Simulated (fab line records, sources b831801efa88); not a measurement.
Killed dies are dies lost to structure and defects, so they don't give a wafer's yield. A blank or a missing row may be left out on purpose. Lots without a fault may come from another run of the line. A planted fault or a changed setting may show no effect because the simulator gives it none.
fab line records | flow sky130
record lots=5 wafers=15 last_day=49
route steps=708 shown METAL4@599 CAP2M@603
lots that met no fault: from a run of the same line without faults
start_h: hours from the record's first day to the start of the lot's first wafer shown | wait_h: hours since the lot's step before | " the same as in the row above | L1.1+2: a row that stands for several wafers | - no value, or no start given | * or withheld: withheld | < > ~ a bound
route shown NAME@n: a module of which the file shows steps, and the number in the route of the first | usual: mean/standard deviation of fault-free wafers | same: alike in all rows | chamber/n: place in a boat | sites: the reading at each site | _std_site: their standard deviation | _edge_site: outer sites' mean less inner sites' | radius_mm: how far each site lies from the wafer's centre | mask NAME#n: copy n | behind: the tool/chamber that last shaped the wafer | hold: why the lot was held/for how many hours/how that ended | device: the transistor (n, p or np) that didn't switch | end of line: the same wafers' tests at the end of the route | a step without rows: its recipe alone | killed: dies lost to structure and defects at the first sort, not the wafer's yield | map: a wafer's dies, x killed, . not, _ none there
set.NAME: the setting as run; set.NAME@STEP: as run at that earlier step | model.NAME: the simulator's own value behind a step, which no gauge read
lots at some steps of the route; a table a step, a row a wafer
services: from which hour (start_h, from the record's first day; less than 0 if before it) a tool's chamber was out of use, for how many hours, and why
## steps
# step SKY_METAL4_SPUTTER_01
# recipe material=TiN target_thk_nm=20 power_w=6500 time_s=16.7 chamber_pressure_pa=0.4
# usual cathode_dc_power_W=6500.1/1.1 throttle_valve_pct=29.8/0.92
# columns lot.wafer tool chamber start_h wait_h cathode_dc_power_W throttle_valve_pct
L075.3 pvd_sputter-01 - 936.16 0.0 6501.3 28.9
L075.4 " - " " 6499.7 30.8
L075.5 " - " " 6498.7 28.9
L077.1 pvd_sputter-04 - 952.46 0.0 6501.7 31.0
L077.5 " - " " 6500.3 30.0
L077.6 " - " " 6499.8 31.1
L079.1 pvd_sputter-01 - 972.98 0.0 6499.1 28.7
L079.2 " - " " 6501.2 29.1
L079.5 " - " " 6500.4 30.2
L082.1 pvd_sputter-02 - 985.93 0.0 6501.7 29.2
L082.2 " - " " 6499.2 29.8
L082.3 " - " " 6501.9 29.0
L091.1 pvd_sputter-01 - 1041.92 0.0 6499.9 29.2
L091.2 " - " " 6499.2 30.9
L091.4 " - " " 6499.5 28.7
# step SKY_METAL4_SPUTTER_02
# recipe material=AlCu target_thk_nm=735 power_w=10600 time_s=39.1 chamber_pressure_pa=0.4
# usual cathode_dc_power_W=10600/2.1 throttle_valve_pct=29.8/0.9
# columns lot.wafer tool chamber start_h wait_h cathode_dc_power_W throttle_valve_pct
L075.3 pvd_sputter-01 - 936.19 0.0 10600 29.2
L075.4 " - " " 10600 30.9
L075.5 " - " " 10604 29.2
L077.1 pvd_sputter-04 - 952.48 0.0 10600 31.2
L077.5 " - " " 10601 29.9
L077.6 " - " " 10598 31.2
L079.1 pvd_sputter-01 - 973.00 0.0 10602 28.7
L079.2 " - " " 10603 29.2
L079.5 " - " " 10600 30.6
L082.1 pvd_sputter-02 - 985.95 0.0 10600 29.2
L082.2 " - " " 10600 30.0
L082.3 " - " " 10600 29.0
L091.1 pvd_sputter-01 - 1041.94 0.0 10601 29.2
L091.2 " - " " 10597 31.0
L091.4 " - " " 10600 28.7
# step SKY_METAL4_SPUTTER_03
# recipe material=Ti target_thk_nm=5 power_w=3000 time_s=3.3 chamber_pressure_pa=0.4
# usual cathode_dc_power_W=3000.0/0.61 throttle_valve_pct=29.8/0.91
# columns lot.wafer tool chamber start_h wait_h cathode_dc_power_W throttle_valve_pct
L075.3 pvd_sputter-01 - 936.23 0.0 2999.8 29.2
L075.4 " - " " 2999.8 31.0
L075.5 " - " " 3000.7 29.2
L077.1 pvd_sputter-04 - 952.52 0.0 3000.3 30.9
L077.5 " - " " 3000.4 29.9
L077.6 " - " " 2999.7 31.1
L079.1 pvd_sputter-01 - 973.04 0.0 2999.2 28.6
L079.2 " - " " 3000.0 29.4
L079.5 " - " " 2999.5 30.4
L082.1 pvd_sputter-02 - 985.99 0.0 2999.5 29.3
L082.2 " - " " 3000.2 30.1
L082.3 " - " " 3000.2 28.8
L091.1 pvd_sputter-01 - 1041.98 0.0 3000.2 29.3
L091.2 " - " " 2999.8 30.9
L091.4 " - " " 2999.8 28.8
# step SKY_METAL4_SPUTTER_04
# recipe material=TiN target_thk_nm=70 power_w=6500 time_s=58.3 chamber_pressure_pa=0.4
# usual cathode_dc_power_W=6500.0/1.1 throttle_valve_pct=29.8/0.92
# columns lot.wafer tool chamber start_h wait_h cathode_dc_power_W throttle_valve_pct
L075.3 pvd_sputter-01 - 936.25 0.0 6501.4 29.4
L075.4 " - " " 6498.7 31.0
L075.5 " - " " 6496.8 29.0
L077.1 pvd_sputter-04 - 952.54 0.0 6500.2 30.9
L077.5 " - " " 6498.1 30.0
L077.6 " - " " 6499.9 31.0
L079.1 pvd_sputter-01 - 973.06 0.0 6499.6 28.5
L079.2 " - " " 6499.3 29.0
L079.5 " - " " 6499.6 30.1
L082.1 pvd_sputter-02 - 986.01 0.0 6499.3 29.7
L082.2 " - " " 6501.2 30.3
L082.3 " - " " 6499.7 29.0
L091.1 pvd_sputter-01 - 1042.00 0.0 6500.9 29.0
L091.2 " - " " 6499.2 30.8
L091.4 " - " " 6500.6 28.9
# step SKY_CAP2M_CVD_00
# recipe material=SiO2 target_thk_nm=15.5 temp_c=400 time_s=withheld rf_w=450
# usual heater_power_w=663/110
# columns lot.wafer tool chamber start_h wait_h heater_power_w
L075.3 pecvd-02 1 936.30 0.0 699
L075.4 " 1 " " 675
L075.5 " 2 " " 542
L077.1 pecvd-02 2 952.59 0.0 476
L077.5 " 0 " " 797
L077.6 " 2 " " 465
L079.1 pecvd-01 1 973.11 0.0 593
L079.2 " 2 " " 681
L079.5 " 1 " " 618
L082.1 pecvd-03 2 986.06 0.0 762
L082.2 " 0 " " 682
L082.3 " 1 " " 586
L091.1 pecvd-01 1 1042.05 0.0 664
L091.2 " 0 " " 501
L091.4 " 0 " " 505
# step SKY_CAP2M_THK_MEAS_01
# recipe reads=SiO2_of_CAP2M_CVD_00
# usual CAP2M_CVD_00_THK=15.51/0.26
# columns lot.wafer tool chamber start_h wait_h CAP2M_CVD_00_THK[nm]
L075.3 film_metro-01 - 936.34 - 15.95
L075.4 " - " " 15.82
L075.5 " - " " 15.86
L077.1 film_metro-04 - 952.61 - 15.72
L077.5 " - " " 15.59
L077.6 " - " " 15.96
L079.1 film_metro-03 - 973.14 - 15.59
L079.2 " - " " 15.51
L079.5 " - " " 15.49
L082.1 film_metro-04 - 986.08 - 15.48
L082.2 " - " " 15.61
L082.3 " - " " 15.56
L091.1 film_metro-01 - 1042.07 - 14.85
L091.2 " - " " 15.25
L091.4 " - " " 15.42
# step SKY_CAP2M_SPUTTER_02
# recipe material=TiN target_thk_nm=200 temp_c=300 power_w=6500 time_s=166.7 chamber_pressure_pa=0.4
# usual cathode_dc_power_W=6500.0/1.2 throttle_valve_pct=30.1/0.73
# columns lot.wafer tool chamber start_h wait_h cathode_dc_power_W throttle_valve_pct
L075.3 pvd_sputter-01 - 936.38 0.0 6501.1 30.3
L075.4 " - " " 6499.8 29.0
L075.5 " - " " 6499.2 30.2
L077.1 pvd_sputter-03 - 952.67 0.1 6500.7 29.6
L077.5 " - " " 6498.8 29.3
L077.6 " - " " 6499.7 30.4
L079.1 pvd_sputter-04 - 973.20 0.1 6499.2 31.0
L079.2 " - " " 6500.0 30.0
L079.5 " - " " 6499.8 30.8
L082.1 pvd_sputter-01 - 986.14 0.1 6498.0 30.1
L082.2 " - " " 6498.5 30.8
L082.3 " - " " 6499.3 29.1
L091.1 pvd_sputter-04 - 1042.13 0.1 6501.1 30.9
L091.2 " - " " 6501.5 29.8
L091.4 " - " " 6501.5 31.1
# step SKY_CAP2M_RS_MEAS_03
# recipe thk_meas_gauge=four-point-probe reads=TiN_of_CAP2M_SPUTTER_02
# usual CAP2M_TIN_RS=6.93/0.096
# columns lot.wafer tool chamber start_h wait_h CAP2M_TIN_RS[ohm/sq]
L075.3 film_metro-04 - 936.53 0.1 6.84
L075.4 " - " " 6.83
L075.5 " - " " 6.87
L077.1 film_metro-01 - 952.78 0.1 6.93
L077.5 " - " " 6.85
L077.6 " - " " 6.74
L079.1 film_metro-01 - 973.31 0.1 6.80
L079.2 " - " " 6.86
L079.5 " - " " 6.83
L082.1 film_metro-01 - 986.25 0.1 7.06
L082.2 " - " " 6.82
L082.3 " - " " 6.91
L091.1 film_metro-04 - 1042.24 0.1 6.86
L091.2 " - " " 6.96
L091.4 " - " " 6.89
# step SKY_CAP2M_THK_MEAS_04
# recipe thk_meas_gauge=xrf reads=TiN_of_CAP2M_SPUTTER_02
# usual CAP2M_TIN_THK=194.1/2.6
# columns lot.wafer tool chamber start_h wait_h CAP2M_TIN_THK[nm]
L075.3 film_metro-04 - 936.63 0.1 195.9
L075.4 " - " " 195.8
L075.5 " - " " 194.4
L077.1 film_metro-01 - 952.90 0.1 194.7
L077.5 " - " " 196.1
L077.6 " - " " 200.4
L079.1 film_metro-01 - 973.43 0.1 197.8
L079.2 " - " " 196.7
L079.5 " - " " 197.1
L082.1 film_metro-01 - 986.37 0.1 191.5
L082.2 " - " " 197.3
L082.3 " - " " 195.4
L091.1 film_metro-04 - 1042.36 0.1 195.6
L091.2 " - " " 193.4
L091.4 " - " " 194.4
# step SKY_CAP2M_DEHYDRATE_05
# recipe temp_c=200 time_s=60
# usual resist_line_temp_C=22.98/0.11
# columns lot.wafer tool chamber start_h wait_h resist_line_temp_C
L075.3 litho_track-02 0 948.16 11.5 22.90
L075.4 " 0 " " 22.86
L075.5 " 0 " " 22.91
L077.1 litho_track-04 0 964.58 11.7 23.07
L077.5 " 0 " " 23.17
L077.6 " 0 " " 23.15
L079.1 litho_track-04 0 984.38 10.9 23.12
L079.2 " 0 " " 23.05
L079.5 " 0 " " 23.03
L082.1 litho_track-03 0 996.84 10.5 22.85
L082.2 " 0 " " 22.84
L082.3 " 0 " " 22.83
L091.1 litho_track-03 0 1051.99 9.6 22.91
L091.2 " 0 " " 22.93
L091.4 " 0 " " 23.00
# step SKY_CAP2M_HMDS_06
# recipe prime_time_s=60 prime_temp_c=120
# usual resist_line_temp_C=22.99/0.11
# columns lot.wafer tool chamber start_h wait_h resist_line_temp_C
L075.3 litho_track-02 0 948.31 0.1 22.79
L075.4 " 0 " " 22.88
L075.5 " 0 " " 22.84
L077.1 litho_track-04 0 964.73 0.1 22.87
L077.5 " 0 " " 22.89
L077.6 " 0 " " 22.86
L079.1 litho_track-04 0 984.53 0.1 22.92
L079.2 " 0 " " 22.89
L079.5 " 0 " " 22.96
L082.1 litho_track-03 0 996.99 0.1 23.09
L082.2 " 0 " " 22.93
L082.3 " 0 " " 23.10
L091.1 litho_track-03 0 1052.14 0.1 23.11
L091.2 " 0 " " 23.05
L091.4 " 0 " " 23.04
# step SKY_CAP2M_COAT_07
# recipe resist=NOVOLAK spin_rpm=3000 resist_thk_nm=1140
# usual resist_line_temp_C=23.01/0.12
# columns lot.wafer tool chamber start_h wait_h resist_line_temp_C
L075.3 litho_track-02 0 948.46 0.1 23.07
L075.4 " 0 " " 23.09
L075.5 " 0 " " 22.82
L077.1 litho_track-04 0 964.88 0.1 23.06
L077.5 " 0 " " 22.94
L077.6 " 0 " " 23.03
L079.1 litho_track-04 0 984.68 0.1 23.01
L079.2 " 0 " " 22.99
L079.5 " 0 " " 23.08
L082.1 litho_track-03 0 997.14 0.1 23.08
L082.2 " 0 " " 23.06
L082.3 " 0 " " 23.11
L091.1 litho_track-03 0 1052.29 0.1 23.16
L091.2 " 0 " " 23.08
L091.4 " 0 " " 23.12
# step SKY_CAP2M_SOFTBAKE_08
# recipe temp_c=90 time_s=60 resist=NOVOLAK
# usual resist_line_temp_C=23.03/0.11
# columns lot.wafer tool chamber start_h wait_h resist_line_temp_C
L075.3 litho_track-02 0 948.61 0.1 22.95
L075.4 " 0 " " 23.05
L075.5 " 0 " " 23.04
L077.1 litho_track-04 0 965.03 0.1 23.02
L077.5 " 0 " " 23.00
L077.6 " 0 " " 23.01
L079.1 litho_track-04 0 984.83 0.1 23.08
L079.2 " 0 " " 23.06
L079.5 " 0 " " 23.07
L082.1 litho_track-03 0 997.29 0.1 23.06
L082.2 " 0 " " 22.89
L082.3 " 0 " " 23.04
L091.1 litho_track-03 0 1052.44 0.1 22.93
L091.2 " 0 " " 22.90
L091.4 " 0 " " 22.88
# step SKY_CAP2M_EXPOSE_09
# recipe mask_id=CAP2M na=0.6 source_shape=conventional sigma_outer=0.6 polarization=unpolarized target_cd_nm=1000 dose_mj=159
# usual reticle_temp_C=23.01/0.099
# columns lot.wafer tool chamber start_h wait_h mask reticle_temp_C
L075.3 iline_stepper-02 0 - - CAP2M#0 23.16
L075.4 " 0 " " CAP2M#0 23.15
L075.5 " 0 " " CAP2M#0 23.05
L077.1 iline_stepper-02 0 - - CAP2M#0 23.03
L077.5 " 0 " " CAP2M#0 22.96
L077.6 " 0 " " CAP2M#0 22.95
L079.1 iline_stepper-01 0 - - CAP2M#0 23.06
L079.2 " 0 " " CAP2M#0 22.98
L079.5 " 0 " " CAP2M#0 23.05
L082.1 iline_stepper-01 0 - - CAP2M#0 23.01
L082.2 " 0 " " CAP2M#0 23.03
L082.3 " 0 " " CAP2M#0 23.03
L091.1 iline_stepper-02 0 - - CAP2M#0 23.06
L091.2 " 0 " " CAP2M#0 23.00
L091.4 " 0 " " CAP2M#0 23.09
# step SKY_CAP2M_PEB_10
# recipe temp_c=withheld time_s=* resist=NOVOLAK
# usual resist_line_temp_C=*
# columns lot.wafer tool chamber start_h wait_h resist_line_temp_C
L075.3 litho_track-03 0 - - *
L075.4 " 0 " " *
L075.5 " 0 " " *
L077.1 litho_track-04 0 - - *
L077.5 " 0 " " *
L077.6 " 0 " " *
L079.1 litho_track-02 0 - - *
L079.2 " 0 " " *
L079.5 " 0 " " *
L082.1 litho_track-03 0 - - *
L082.2 " 0 " " *
L082.3 " 0 " " *
L091.1 litho_track-02 0 - - *
L091.2 " 0 " " *
L091.4 " 0 " " *
# step SKY_CAP2M_DEVELOP_11
# recipe resist=NOVOLAK developer=TMAH develop_time_s=60 dev_temp_c=23
# usual resist_line_temp_C=22.96/0.11
# columns lot.wafer tool chamber start_h wait_h resist_line_temp_C
L075.3 litho_track-03 0 960.24 0.1 22.82
L075.4 " 0 " " 22.97
L075.5 " 0 " " 22.93
L077.1 litho_track-04 0 976.88 0.1 23.09
L077.5 " 0 " " 23.13
L077.6 " 0 " " 22.96
L079.1 litho_track-02 0 995.96 0.1 22.90
L079.2 " 0 " " 22.94
L079.5 " 0 " " 22.84
L082.1 litho_track-03 0 1008.64 0.1 22.95
L082.2 " 0 " " 22.95
L082.3 " 0 " " 23.02
L091.1 litho_track-02 0 1063.51 0.1 22.97
L091.2 " 0 " " 23.01
L091.4 " 0 " " 23.03
# step SKY_CAP2M_OVL_MEAS_12
# usual CAP2M_OVL=0.1/1.3
# columns lot.wafer tool chamber start_h wait_h CAP2M_OVL[nm]
L075.3 overlay-02 - 960.35 0.1 0.3
L075.4 " - " " 0.5
L075.5 " - " " 1.4
L077.1 overlay-01 - 977.03 0.1 1.0
L077.5 " - " " 1.1
L077.6 " - " " 1.4
L079.1 overlay-01 - 996.11 0.1 0.8
L079.2 " - " " -0.9
L079.5 " - " " -2.2
L082.1 overlay-01 - 1008.79 0.1 1.5
L082.2 " - " " 1.6
L082.3 " - " " -0.1
L091.1 overlay-02 - 1063.66 0.1 -0.3
L091.2 " - " " 0.0
L091.4 " - " " -1.2
# step SKY_CAP2M_METAL_ETCH_13
# recipe target_depth_nm=220 stop_on=SiO2 chemistry=Cl2/BCl3 target=TiN pressure_mtorr=10 icp_w=900 bias_w=48.5 Cl2_flow_sccm=60 bcl3_flow_sccm=30 time_s=62.9
# usual drypump_motor_current_A=5.7/0.52 he_backside_leak_sccm=3.4/0.37 oes_product_au=0.941/0.0082 throttle_valve_pct=21.903/0.0098
# columns lot.wafer tool chamber start_h wait_h drypump_motor_current_A he_backside_leak_sccm oes_product_au rf_hours_counter_h throttle_valve_pct
L075.3 rie_metal-02 1 960.43 0.1 5.3 3.3 0.951 - 21.913
L075.4 " 1 " " 5.3 3.6 0.947 - 21.918
L075.5 " 1 " " 5.3 3.6 0.943 - 21.897
L077.1 rie_metal-03 1 977.06 0.0 6.0 3.3 0.945 14 21.908
L077.5 " 0 " " 6.5 3.4 0.948 - 21.907
L077.6 " 1 " " 6.0 3.4 0.952 - 21.879
L079.1 rie_metal-02 1 996.15 0.0 5.3 3.1 0.951 11 21.904
L079.2 " 1 " " 5.3 3.1 0.941 - 21.895
L079.5 " 1 " " 5.3 3.3 0.950 - 21.905
L082.1 rie_metal-02 0 1008.83 0.0 5.7 3.3 0.938 0 21.893
L082.2 " 1 " " 5.3 3.6 0.952 12 21.912
L082.3 " 1 " " 5.3 3.4 0.942 - 21.901
L091.1 rie_metal-02 1 1063.70 0.0 5.3 3.5 0.947 15 21.892
L091.2 " 0 " " 5.7 3.3 0.942 3 21.894
L091.4 " 1 " " 5.3 3.5 0.947 - 21.894
# step SKY_CAP2M_STRIP_14
# recipe chemistry=O2/N2 power_w=1400 pressure_mtorr=1500 platen_temp_c=withheld o2_flow_sccm=3000 n2_flow_sccm=300 overash_fraction=0.5
# usual drypump_motor_current_A=6.04/0.26 o2_flow_sccm=3000/9.1 oes_product_au=0.710/0.0046 strip_time_to_endpoint_s=12.66/0.058
# columns lot.wafer tool chamber start_h wait_h drypump_motor_current_A o2_flow_sccm oes_product_au rf_hours_counter_h strip_time_to_endpoint_s
L075.3 plasma_asher-01 0 960.56 0.1 6.15 3008 0.711 - 12.79
L075.4 " 1 " " 6.20 2999 0.707 - 12.72
L075.5 " 1 " " 6.23 3001 0.711 - 12.73
L077.1 plasma_asher-01 1 977.14 0.1 6.24 2989 0.711 109 12.70
L077.5 " 1 " " 6.23 2999 0.707 - 12.67
L077.6 " 0 " " 6.10 3008 0.707 - 12.72
L079.1 plasma_asher-02 0 996.30 0.1 5.99 3012 0.717 28 12.73
L079.2 " 1 " " 6.29 3003 0.712 28 12.71
L079.5 " 1 " " 6.27 3002 0.714 - 12.73
L082.1 plasma_asher-01 1 1008.90 0.1 6.21 3011 0.711 112 12.66
L082.2 " 0 " " 6.18 2998 0.718 112 12.72
L082.3 " 0 " " 6.16 3002 0.709 - 12.72
L091.1 plasma_asher-02 1 1063.77 0.1 6.26 3006 0.712 35 12.68
L091.2 " 0 " " 5.97 3004 0.714 35 12.68
L091.4 " 1 " " 6.26 3008 0.709 - 12.70
# step SKY_CAP2M_STRIP_15
# recipe chemistry=post_etch_residue_remover time_s=1200 temp_c=72.5
# columns lot.wafer tool chamber start_h wait_h
L075.3+4+5 wet_bench-04 2 960.63 0.0
L077.1+5+6 wet_bench-03 0 977.24 0.1
L079.1+2+5 wet_bench-04 0 996.40 0.1
L082.1+2+3 wet_bench-04 1 1009.00 0.1
L091.1+2+4 wet_bench-02 1 1063.87 0.1
# step SKY_CAP2M_CLEAN_16
# recipe chemistry=IPA time_s=180 temp_c=25
# columns lot.wafer tool chamber start_h wait_h
L075.3+4+5 wet_bench-03 0 960.97 0.0
L077.1+5+6 wet_bench-04 0 977.58 0.0
L079.1+2+5 wet_bench-03 2 996.74 0.0
L082.1+2+3 wet_bench-03 3 1009.38 0.0
L091.1+2+4 wet_bench-04 2 1064.25 0.0
# step SKY_CAP2M_CLEAN_17
# recipe chemistry=O3/DIW dry=n2_spin
# columns lot.wafer tool chamber start_h wait_h
L075.3+4+5 wet_bench-04 0 961.03 0.0
L077.1+5+6 wet_bench-03 1 977.64 0.0
L079.1+2+5 wet_bench-04 0 996.81 0.0
L082.1+2+3 wet_bench-04 1 1009.43 0.0
L091.1+2+4 wet_bench-02 3 1064.31 0.0
# step SKY_METAL4_DEHYDRATE_05
# recipe temp_c=200 time_s=60
# usual resist_line_temp_C=23.01/0.1
# columns lot.wafer tool chamber start_h wait_h resist_line_temp_C
L075.3 litho_track-03 0 972.59 11.5 23.04
L075.4 " 0 " " 23.08
L075.5 " 0 " " 22.98
L077.1 litho_track-01 0 988.97 11.2 23.07
L077.5 " 0 " " 23.02
L077.6 " 0 " " 23.15
L079.1 litho_track-02 0 1007.66 10.8 22.93
L079.2 " 0 " " 22.85
L079.5 " 0 " " 22.85
L082.1 litho_track-03 0 1020.19 10.7 23.10
L082.2 " 0 " " 23.03
L082.3 " 0 " " 22.95
L091.1 litho_track-03 0 1073.74 9.3 23.08
L091.2 " 0 " " 22.92
L091.4 " 0 " " 22.78
# step SKY_METAL4_HMDS_06
# recipe prime_time_s=60 prime_temp_c=120
# usual resist_line_temp_C=22.99/0.1
# columns lot.wafer tool chamber start_h wait_h resist_line_temp_C
L075.3 litho_track-03 0 972.74 0.1 22.97
L075.4 " 0 " " 22.94
L075.5 " 0 " " 23.07
L077.1 litho_track-01 0 989.12 0.1 22.86
L077.5 " 0 " " 22.99
L077.6 " 0 " " 22.98
L079.1 litho_track-02 0 1007.81 0.1 23.11
L079.2 " 0 " " 23.05
L079.5 " 0 " " 23.05
L082.1 litho_track-03 0 1020.34 0.1 22.89
L082.2 " 0 " " 22.92
L082.3 " 0 " " 22.83
L091.1 litho_track-03 0 1073.89 0.1 22.92
L091.2 " 0 " " 22.96
L091.4 " 0 " " 23.14
# step SKY_METAL4_COAT_07
# recipe resist=BARC temp_c=withheld time_s=withheld spin_rpm=3000 resist_thk_nm=60
# usual resist_line_temp_C=*
# columns lot.wafer tool chamber start_h wait_h resist_line_temp_C
L075.3 litho_track-03 0 972.89 0.1 *
L075.4 " 0 " " *
L075.5 " 0 " " *
L077.1 litho_track-01 0 989.27 0.1 *
L077.5 " 0 " " *
L077.6 " 0 " " *
L079.1 litho_track-02 0 1007.96 0.1 *
L079.2 " 0 " " *
L079.5 " 0 " " *
L082.1 litho_track-03 0 1020.49 0.1 *
L082.2 " 0 " " *
L082.3 " 0 " " *
L091.1 litho_track-03 0 1074.04 0.1 *
L091.2 " 0 " " *
L091.4 " 0 " " *
# step SKY_METAL4_COAT_08
# recipe resist=KrF-thick spin_rpm=3000 resist_thk_nm=1140
# usual resist_line_temp_C=23.00/0.11
# columns lot.wafer tool chamber start_h wait_h resist_line_temp_C
L075.3 litho_track-03 0 - - 23.11
L075.4 " 0 " " 23.08
L075.5 " 0 " " 23.02
L077.1 litho_track-01 0 - - 23.15
L077.5 " 0 " " 23.08
L077.6 " 0 " " 23.06
L079.1 litho_track-02 0 - - 23.06
L079.2 " 0 " " 22.94
L079.5 " 0 " " 22.95
L082.1 litho_track-03 0 - - 22.87
L082.2 " 0 " " 22.87
L082.3 " 0 " " 22.99
L091.1 litho_track-03 0 - - 22.94
L091.2 " 0 " " 22.93
L091.4 " 0 " " 22.92
# step SKY_METAL4_SOFTBAKE_09
# recipe temp_c=100 time_s=90 resist=KrF-thick
# usual resist_line_temp_C=22.99/0.1
# columns lot.wafer tool chamber start_h wait_h resist_line_temp_C
L075.3 litho_track-03 0 - - 23.15
L075.4 " 0 " " 23.00
L075.5 " 0 " " 23.29
L077.1 litho_track-01 0 - - 22.94
L077.5 " 0 " " 22.94
L077.6 " 0 " " 22.82
L079.1 litho_track-02 0 - - 23.05
L079.2 " 0 " " 22.98
L079.5 " 0 " " 22.84
L082.1 litho_track-03 0 - - 23.08
L082.2 " 0 " " 22.91
L082.3 " 0 " " 22.97
L091.1 litho_track-03 0 - - 23.00
L091.2 " 0 " " 23.03
L091.4 " 0 " " 23.15
# step SKY_METAL4_EXPOSE_10
# recipe mask_id=MM4 na=0.68 source_shape=annular sigma_inner=0.4 sigma_outer=0.8 target_cd_nm=300 dose_mj=28
# usual reticle_temp_C=22.99/0.094
# columns lot.wafer tool chamber start_h wait_h mask reticle_temp_C
L075.3 krf_scanner-02 0 - - MM4#0 22.99
L075.4 " 0 " " MM4#0 22.93
L075.5 " 0 " " MM4#0 23.03
L077.1 krf_scanner-02 0 - - MM4#0 23.02
L077.5 " 0 " " MM4#0 22.94
L077.6 " 0 " " MM4#0 23.19
L079.1 krf_scanner-01 0 - - MM4#0 22.97
L079.2 " 0 " " MM4#0 23.07
L079.5 " 0 " " MM4#0 22.91
L082.1 krf_scanner-02 0 - - MM4#0 22.67
L082.2 " 0 " " MM4#0 22.91
L082.3 " 0 " " MM4#0 22.96
L091.1 krf_scanner-02 0 - - MM4#0 23.03
L091.2 " 0 " " MM4#0 23.04
L091.4 " 0 " " MM4#0 23.00
# step SKY_METAL4_PEB_11
# recipe peb_temp_c=withheld peb_time_s=withheld resist=KrF-thick
# usual resist_line_temp_C=*
# columns lot.wafer tool chamber start_h wait_h resist_line_temp_C
L075.3 litho_track-02 0 - - *
L075.4 " 0 " " *
L075.5 " 0 " " *
L077.1 litho_track-02 0 - - *
L077.5 " 0 " " *
L077.6 " 0 " " *
L079.1 litho_track-02 0 - - *
L079.2 " 0 " " *
L079.5 " 0 " " *
L082.1 litho_track-03 0 - - *
L082.2 " 0 " " *
L082.3 " 0 " " *
L091.1 litho_track-01 0 - - *
L091.2 " 0 " " *
L091.4 " 0 " " *
# step SKY_METAL4_DEVELOP_12
# recipe develop_time_s=60 resist=KrF-thick dev_temp_c=21
# usual resist_line_temp_C=23.03/0.098
# columns lot.wafer tool chamber start_h wait_h resist_line_temp_C
L075.3 litho_track-02 0 - - 23.26
L075.4 " 0 " " 23.11
L075.5 " 0 " " 23.05
L077.1 litho_track-02 0 - - 22.95
L077.5 " 0 " " 23.09
L077.6 " 0 " " 23.11
L079.1 litho_track-02 0 - - 22.87
L079.2 " 0 " " 22.85
L079.5 " 0 " " 23.01
L082.1 litho_track-03 0 - - 22.99
L082.2 " 0 " " 23.00
L082.3 " 0 " " 22.94
L091.1 litho_track-01 0 - - 23.06
L091.2 " 0 " " 23.00
L091.4 " 0 " " 23.06
# step SKY_METAL4_CD_MEAS_13
# recipe target_cd_nm=300
# usual cd_nm=299.6/1.6
# columns lot.wafer tool chamber start_h wait_h cd_nm
L075.3 cd_sem-02 - 984.83 - 298.1
L075.4 " - " " 299.3
L075.5 " - " " 298.6
L077.1 cd_sem-01 - 1000.86 - 299.6
L077.5 " - " " 298.8
L077.6 " - " " 299.5
L079.1 cd_sem-02 - 1020.06 - 299.6
L079.2 " - " " 297.8
L079.5 " - " " 298.6
L082.1 cd_sem-01 - 1031.69 - 297.4
L082.2 " - " " 296.9
L082.3 " - " " 298.4
L091.1 cd_sem-01 - 1085.02 - 294.2
L091.2 " - " " 295.8
L091.4 " - " " 296.4
# step SKY_METAL4_OVL_MEAS_14
# usual METAL4_OVL=2/5.8
# columns lot.wafer tool chamber start_h wait_h METAL4_OVL[nm]
L075.3 overlay-02 - 984.92 0.1 9
L075.4 " - " " 8
L075.5 " - " " 13
L077.1 overlay-01 - 1000.98 0.1 4
L077.5 " - " " 7
L077.6 " - " " 4
L079.1 overlay-02 - 1020.18 0.1 -9
L079.2 " - " " 1
L079.5 " - " " 4
L082.1 overlay-01 - 1031.81 0.1 0
L082.2 " - " " 2
L082.3 " - " " 3
L091.1 overlay-01 - 1085.14 0.1 2
L091.2 " - " " 0
L091.4 " - " " 1
# step SKY_METAL4_DESCUM_15
# recipe chemistry=O2 source_power_w=150 bias_power_w=0 pressure_mtorr=10 temp_c=40 time_s=8
# usual drypump_motor_current_A=5.6/0.42 he_backside_leak_sccm=3.37/0.18 oes_product_au=1.000/0.01
# columns lot.wafer tool chamber start_h wait_h drypump_motor_current_A he_backside_leak_sccm oes_product_au rf_hours_counter_h
L075.3 rie_metal-02 0 984.96 0.0 5.7 3.30 1.012 -
L075.4 " 1 " " 5.3 3.42 0.988 -
L075.5 " 1 " " 5.3 3.40 0.992 -
L077.1 rie_metal-01 1 1001.02 0.0 5.0 3.45 0.996 17
L077.5 " 0 " " 6.2 3.18 1.011 -
L077.6 " 1 " " 5.0 3.54 0.992 -
L079.1 rie_metal-02 1 1020.22 0.0 5.3 3.42 0.986 13
L079.2 " 0 " " 5.8 3.24 1.010 1
L079.5 " 0 " " 5.7 3.27 1.012 -
L082.1 rie_metal-01 0 1031.85 0.0 6.2 3.30 1.006 18
L082.2 " 1 " " 5.0 3.27 1.008 19
L082.3 " 1 " " 5.1 3.28 0.985 -
L091.1 rie_metal-04 1 1085.18 0.0 5.5 3.66 1.020 11
L091.2 " 0 " " 5.5 3.42 0.998 14
L091.4 " 1 " " 5.5 3.64 1.015 -
## services
# columns tool chamber start_h hours kind
pvd_sputter-03 - 912.59 0.9 repair
pvd_sputter-03 - 920.81 3.0 repair
pvd_sputter-04 - 921.56 5.2 repair
wet_bench-02 - 933.72 79.0 pm
rie_metal-02 0 943.53 19.4 repair
pvd_sputter-01 - 962.25 1.6 repair
pecvd-01 0 963.49 11.7 repair
krf_scanner-02 - 975.75 0.2 repair
pvd_sputter-02 - 975.97 0.8 repair
pvd_sputter-01 - 979.80 2.3 repair
krf_scanner-02 - 982.78 0.8 pm
iline_stepper-01 - 988.85 1.7 pm
pvd_sputter-04 - 992.72 8.0 repair
krf_scanner-02 - 1003.58 1.3 pm
plasma_asher-01 - 1007.58 1.1 repair
krf_scanner-02 - 1015.56 1.0 pm
krf_scanner-02 - 1016.81 0.4 repair
krf_scanner-02 - 1021.70 4.8 repair
rie_metal-02 - 1025.07 2.8 pm
iline_stepper-01 - 1031.48 1.9 repair
krf_scanner-02 - 1050.26 0.8 pm
plasma_asher-01 - 1055.25 9.0 pm
wet_bench-02 - 1060.59 1.6 repair
krf_scanner-02 - 1065.66 2.2 repair
## key
fault none
